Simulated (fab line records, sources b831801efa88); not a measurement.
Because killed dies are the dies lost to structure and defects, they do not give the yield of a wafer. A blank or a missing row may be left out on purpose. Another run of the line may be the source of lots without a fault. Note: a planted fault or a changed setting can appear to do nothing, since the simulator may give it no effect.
8D (eight disciplines) problem report, filled in by code :: flow sfq line :: the parts of the form that need people (team, actions taken, sign-off) are left out

1. WHAT IS WRONG
Across 6 wafers from 2 lots, M2_NB_RS at SFQ_M2_RS_MEAS_914 averages 1.217 ohm/sq, while fault-free wafers read 0.892 ohm/sq with a standard deviation of 0.011. Relative to the usual mean, that is a shift of +30 standard deviations.
The step: measures by four-point-probe.
Seen first at day 39 16:22 on film metro-01, wafer L845.3. The record holds 42 wafers of 14 lots with a number at this step. The rule behind "out" and "out of limits": a value lying over 4 standard deviations away from the usual mean. Any other wafer with a number is counted as sound.

2. WHAT IT IS, AND WHAT IT ISN'T
question: which readings at this step
is: M2_NB_RS
is not: -

question: which lots
is: L845, L846
is not: L825, L826, L827, L829, L830, L831, L832, L833, L836, L843, L847, L848

question: which wafers of those lots
is: all that have a number
is not: -

question: read on which gauges
is: film metro-01
is not: film metro-02, film metro-04

question: when
is: from day 39 16:22
is not: up to then (30 sound wafers); but 6 sound wafers of L847, L848 came after

3. SUSPECTS, AND WHAT RULES EACH OUT
Counting: a tool at any process step up to the reading remains a suspect when it ran all the lots that are out and ran no sound lot after the first of those.
- the gauge at SFQ_M2_RS_MEAS_914 has been ruled out. All the wafers that are out were read on film metro-01, but those of them that SFQ_TRILAYER_M2_ETCH_METAL_ETCH_060 has rows for are out there too, on other tools.
- pvd sputter-03 at SFQ_TRILAYER_M2_DEP_SPUTTER_055 (material Nb, target thk 200 nm, time 133.3 s): kept. It processed each lot that is out, first L845 at day 39 16:14, and no sound lot thereafter; up to then, the last sound lot it processed was L836 at day 37 05:18.
Left after counting: pvd sputter-03 at SFQ_TRILAYER_M2_DEP_SPUTTER_055.

4. THE CAUSE (what the simulator had put in)
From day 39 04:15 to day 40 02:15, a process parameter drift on pvd sputter-03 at SFQ_TRILAYER_M2_DEP_SPUTTER_055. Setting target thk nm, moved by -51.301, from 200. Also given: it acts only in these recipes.
Only this tool survived the counting.

5. SEQUENCE OF EFFECTS, ordered by route
One row per reading whose mean, taken over the struck wafers that have a number, lies over 3 standard deviations from the usual. Only readings whose record carries a usual standard deviation are examined. hours: median over the lots of the time between each lot's start at the first step of this table that gives one and its start at this step. sigmas: the change, counted in usual standard deviations.
hours: 0
step: SFQ_M2_RS_MEAS_914
reading: M2_NB_RS
usual: 0.892 ohm/sq
on struck wafers: 1.217
change: +0.325
sigmas: +30

hours: 152
step: SFQ_TRILAYER_M2_ETCH_METAL_ETCH_060
reading: oes product au
usual: 0.892 a.u.
on struck wafers: 0.756
change: -0.136
sigmas: -18
Process steps it contains:
- SFQ_TRILAYER_M2_ETCH_METAL_ETCH_060: etches Nb in Cl2/Ar, stops on SiO2, target depth 240 nm, time 120 s.
At these later measuring or inspecting steps, every struck wafer for which the step has a row has a number for every such reading, and none has moved that far: SFQ_M4_OVL_MEAS_926.

6. WHAT WOULD HAVE CAUGHT IT SOONER
The first out-of-limits reading at a measuring or inspecting step in this record came at day 39 16:22, 12 hours after the fault's start at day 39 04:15.
Tool readings at SFQ_TRILAYER_M2_DEP_SPUTTER_055 with a usual standard deviation given in the record: none out on any struck wafer, hence no alarm at a limit of 4 standard deviations on them.
L846, from the lots that are out (2), started SFQ_TRILAYER_M2_DEP_SPUTTER_055 on pvd sputter-03 later than day 39 16:22. Holding the tool at that time would have saved it.
